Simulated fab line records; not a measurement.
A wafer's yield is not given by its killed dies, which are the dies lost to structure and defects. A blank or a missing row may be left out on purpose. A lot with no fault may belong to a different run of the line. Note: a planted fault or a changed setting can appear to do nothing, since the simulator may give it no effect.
What tool caused it? / flow sfq-line / 13 lots, 39 wafers sampled, at 3 steps of a route of 325

## WHAT THE GAUGES READ, wafer by wafer
SFQ_I0_OVL_MEAS_908. Usual: I0_OVL gives 2 nm (standard deviation 4.2).
lot=L883; measured=day 10 15:33; on=overlay-01; I0_OVL (nm)=-1 -5 1; flag=
lot=L884; measured=day 11 02:20; on=overlay-01; I0_OVL (nm)=5 10 8; flag=
lot=L885; measured=day 11 10:44; on=overlay-01; I0_OVL (nm)=8 4 3; flag=
lot=L886; measured=day 11 21:32; on=overlay-01; I0_OVL (nm)=1 6 2; flag=
lot=L888; measured=day 12 05:57; on=overlay-02; I0_OVL (nm)=-2 0 3; flag=
lot=L892; measured=day 12 22:44; on=overlay-01; I0_OVL (nm)=1 -2 -3; flag=
lot=L896; measured=day 13 23:56; on=overlay-02; I0_OVL (nm)=-3 -3 -2; flag=
lot=L898; measured=day 14 13:14; on=overlay-01; I0_OVL (nm)=-3 -3 0; flag=
lot=L901; measured=day 15 18:36; on=overlay-02; I0_OVL (nm)=7 7 6; flag=
lot=L902; measured=day 15 21:00; on=overlay-01; I0_OVL (nm)=9 2 3; flag=
lot=L904; measured=day 16 13:47; on=overlay-01; I0_OVL (nm)=6 -6 -6; flag=
lot=L905; measured=day 16 22:12; on=overlay-01; I0_OVL (nm)=1 7 3; flag=
lot=L906; measured=day 17 00:35; on=overlay-02; I0_OVL (nm)=-4 -2 -3; flag=

SFQ_M1_OVL_MEAS_911. Usual: M1_OVL gives -2 nm (standard deviation 4.7).
lot=L883; measured=day 15 00:48; on=overlay-01; M1_OVL (nm)=-4 0 0; flag=
lot=L884; measured=day 15 14:59; on=overlay-02; M1_OVL (nm)=-9 -10 -7; flag=
lot=L885; measured=day 15 22:11; on=overlay-01; M1_OVL (nm)=-3 -1 -4; flag=
lot=L886; measured=day 16 12:35; on=overlay-01; M1_OVL (nm)=5 13 5; flag=
lot=L888; measured=day 16 23:24; on=overlay-02; M1_OVL (nm)=-7 -3 -5; flag=
lot=L892; measured=day 17 23:23; on=overlay-01; M1_OVL (nm)=-1 3 -1; flag=
lot=L896; measured=day 19 05:05; on=overlay-02; M1_OVL (nm)=-1 -1 -4; flag=
lot=L898; measured=day 19 19:02; on=overlay-01; M1_OVL (nm)=1 2 -2; flag=
lot=L901; measured=day 21 02:14; on=overlay-02; M1_OVL (nm)=-2 -5 -2; flag=
lot=L902; measured=day 21 05:50; on=overlay-01; M1_OVL (nm)=-2 -2 -6; flag=
lot=L904; measured=day 21 21:05; on=overlay-02; M1_OVL (nm)=4 0 -3; flag=
lot=L905; measured=day 22 08:53; on=overlay-01; M1_OVL (nm)=-3 2 -3; flag=
lot=L906; measured=day 22 11:17; on=overlay-01; M1_OVL (nm)=-1 5 3; flag=

## WHAT TOOL EACH LOT RAN ON (gives the tool, then ch and the chambers of the sampled wafers, and finally the start)
lot=L883; SFQ_TRILAYER_L0_BARC_OPEN_METAL_ETCH_010=rie-metal-01 ch 0,1, day 2 13:50
lot=L884; SFQ_TRILAYER_L0_BARC_OPEN_METAL_ETCH_010=rie-metal-02 ch 1, day 2 15:02
lot=L885; SFQ_TRILAYER_L0_BARC_OPEN_METAL_ETCH_010=rie-metal-04 ch 0,1, day 2 19:38
lot=L886; SFQ_TRILAYER_L0_BARC_OPEN_METAL_ETCH_010=rie-metal-04 ch 0,1, day 3 08:04
lot=L888; SFQ_TRILAYER_L0_BARC_OPEN_METAL_ETCH_010=rie-metal-04 ch 0, day 3 18:54
lot=L892; SFQ_TRILAYER_L0_BARC_OPEN_METAL_ETCH_010=rie-metal-04 ch 0,1, day 4 14:49
lot=L896; SFQ_TRILAYER_L0_BARC_OPEN_METAL_ETCH_010=rie-metal-04 ch 0,1, day 5 08:49
lot=L898; SFQ_TRILAYER_L0_BARC_OPEN_METAL_ETCH_010=rie-metal-02 ch 0, day 5 17:13
lot=L901; SFQ_TRILAYER_L0_BARC_OPEN_METAL_ETCH_010=rie-metal-02 ch 0,1, day 6 11:16
lot=L902; SFQ_TRILAYER_L0_BARC_OPEN_METAL_ETCH_010=rie-metal-01 ch 0,1, day 6 13:41
lot=L904; SFQ_TRILAYER_L0_BARC_OPEN_METAL_ETCH_010=rie-metal-01 ch 0,1, day 7 00:28
lot=L905; SFQ_TRILAYER_L0_BARC_OPEN_METAL_ETCH_010=rie-metal-02 ch 0,1, day 7 06:29
lot=L906; SFQ_TRILAYER_L0_BARC_OPEN_METAL_ETCH_010=rie-metal-02 ch 0,1, day 7 08:52
- SFQ_TRILAYER_L0_BARC_OPEN_METAL_ETCH_010: etches BARC in O2, target depth 125 nm, time 41.7 s.

## AS READ BY THE TOOLS THEMSELVES (means over the sampled wafers that have a number; for cases with no such wafer, the mark the record gives instead)
SFQ_TRILAYER_L0_BARC_OPEN_METAL_ETCH_010. Usual: drypump-motor-current-A 5.30 A, standard deviation 0.28; oes-product-au 0.685 a.u., standard deviation 0.0047; run-length-s 70.3 s, standard deviation 0.44.
lot=L883; tool=rie-metal-01; drypump-motor-current-A (A)=5.36; oes-product-au (a.u.)=0.684; run-length-s (s)=70.2; flag=
lot=L884; tool=rie-metal-02; drypump-motor-current-A (A)=5.68; oes-product-au (a.u.)=0.682; run-length-s (s)=70.0; flag=
lot=L885; tool=rie-metal-04; drypump-motor-current-A (A)=5.10; oes-product-au (a.u.)=0.685; run-length-s (s)=70.6; flag=
lot=L886; tool=rie-metal-04; drypump-motor-current-A (A)=5.08; oes-product-au (a.u.)=0.682; run-length-s (s)=70.4; flag=
lot=L888; tool=rie-metal-04; drypump-motor-current-A (A)=4.88; oes-product-au (a.u.)=0.685; run-length-s (s)=70.7; flag=
lot=L892; tool=rie-metal-04; drypump-motor-current-A (A)=5.08; oes-product-au (a.u.)=0.895; run-length-s (s)=57.5; flag=OFF
lot=L896; tool=rie-metal-04; drypump-motor-current-A (A)=5.06; oes-product-au (a.u.)=0.895; run-length-s (s)=57.7; flag=OFF
lot=L898; tool=rie-metal-02; drypump-motor-current-A (A)=5.49; oes-product-au (a.u.)=0.692; run-length-s (s)=69.6; flag=
lot=L901; tool=rie-metal-02; drypump-motor-current-A (A)=5.56; oes-product-au (a.u.)=0.689; run-length-s (s)=69.6; flag=
lot=L902; tool=rie-metal-01; drypump-motor-current-A (A)=5.37; oes-product-au (a.u.)=0.688; run-length-s (s)=70.5; flag=
lot=L904; tool=rie-metal-01; drypump-motor-current-A (A)=5.38; oes-product-au (a.u.)=0.682; run-length-s (s)=70.4; flag=
lot=L905; tool=rie-metal-02; drypump-motor-current-A (A)=5.54; oes-product-au (a.u.)=0.687; run-length-s (s)=69.7; flag=
lot=L906; tool=rie-metal-02; drypump-motor-current-A (A)=5.54; oes-product-au (a.u.)=0.687; run-length-s (s)=69.5; flag=

## THE ANSWER, worked out from the rows above alone
Rule: a lot counts as off when the mean over its wafers that have a number is more than 3 standard deviations away from the usual mean. A lot without any number at a reading at which 4 lots or more have one is off too. All remaining lots with rows at the step are treated as sound. After the gauges, taken in route order, come the tools' own readings; for these a lot's mean is taken, as printed above. The first step at which some lot is off is used, and at that step the reading that is off furthest; a lot without a number counts as furthest.
Off: L892, L896 (SFQ_TRILAYER_L0_BARC_OPEN_METAL_ETCH_010, oes-product-au).
A tool fits if, at that step or a process step before it, it ran every lot that is off, and no sound lot after the first of them. One fits: SFQ_TRILAYER_L0_BARC_OPEN_METAL_ETCH_010 on rie-metal-04. A fault onset in the window from L888 (day 3 18:54, its last sound lot) to L892 (day 4 14:49, its first lot off) fits.
The tool's own readings at SFQ_TRILAYER_L0_BARC_OPEN_METAL_ETCH_010 bear it out: on the lots that are off they differ by more than 5 times the standard deviation of the sound lots' means. oes-product-au reads 0.895 a.u. there against 0.686 a.u. on the sound lots; run-length-s reads 57.6 s there against 70.1 s on the sound lots.

## WHAT THE SIMULATOR HAD PUT IN
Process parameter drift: rie-metal-04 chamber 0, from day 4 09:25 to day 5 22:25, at SFQ_TRILAYER_L0_BARC_OPEN_METAL_ETCH_010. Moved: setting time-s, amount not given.
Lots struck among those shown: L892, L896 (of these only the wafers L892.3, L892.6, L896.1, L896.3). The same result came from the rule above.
